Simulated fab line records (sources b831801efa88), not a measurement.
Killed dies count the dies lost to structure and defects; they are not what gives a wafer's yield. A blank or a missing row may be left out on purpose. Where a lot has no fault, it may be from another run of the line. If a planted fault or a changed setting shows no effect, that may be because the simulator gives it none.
One fault seen from 2 desks / flow gf180mcu / every desk sees just its own numbers, and what lay behind them comes last

## AT THE METROLOGY DESK
What the gauges read for every lot (on any tool): the sampled wafers with a number, averaged. Any lot whose mean is over 4 standard deviations away from the usual mean is out of limits and marked OUT; that distance is given in the brackets.
Columns: A = cd_nm at GF_M4_CD_MEAS_14, usual 279.9 nm; B = M4_OVL at GF_M4_OVL_MEAS_15, usual 4 nm; C = V4_CVD_00_THK at GF_V4_THK_MEAS_01, usual 599 nm; D = V4_CVD_02_THK at GF_V4_THK_MEAS_03, usual 851 nm; E = V4_BOW at GF_V4_BOW_MEAS_05, usual 131 um
lot=L538; first seen here=day 24 07:19; A=279.4; B=-6; C=602; D=852; E=143
lot=L541; first seen here=day 25 11:50; A=279.3; B=1; C=609; D=850; E=133
lot=L547; first seen here=day 27 07:25; A=280.9; B=15; C=599; D=808; E=120
lot=L556; first seen here=day 29 16:53; A=277.4; B=1; C=589; D=834; E=135
lot=L558; first seen here=day 30 10:37; A=282.7; B=5; C=596; D=848; E=124
Result from this desk: across the 5 lots, nothing is out of limits.

## TOOL OWNER'S DESK, pecvd-02
The tool's own readings at GF_V4_CVD_02 (deposits SiO2 from TEOS, target thk 850 nm, time 94.851 s): means of the sampled wafers that have a number, for each lot that ran on this tool. Any lot whose mean is over 4 standard deviations away from the usual mean is out of limits and marked OUT; that distance is given in the brackets.
Columns: A = heater_power_w at GF_V4_CVD_02, usual 715 W; B = rf_fwd_power_W at GF_V4_CVD_02, usual 595.9 W
lot=L541; first seen here=day 25 12:46; A=859; B=598.2
lot=L547; first seen here=day 27 08:23; A=851; B=596.1
Result from this desk: across the 2 lots, nothing is out of limits.

## ALL TOGETHER
Metrology desk: nothing out of limits seen.
Nothing out of limits was seen by the tool owner's desk.

## WHAT THE SIMULATOR HAD PUT IN
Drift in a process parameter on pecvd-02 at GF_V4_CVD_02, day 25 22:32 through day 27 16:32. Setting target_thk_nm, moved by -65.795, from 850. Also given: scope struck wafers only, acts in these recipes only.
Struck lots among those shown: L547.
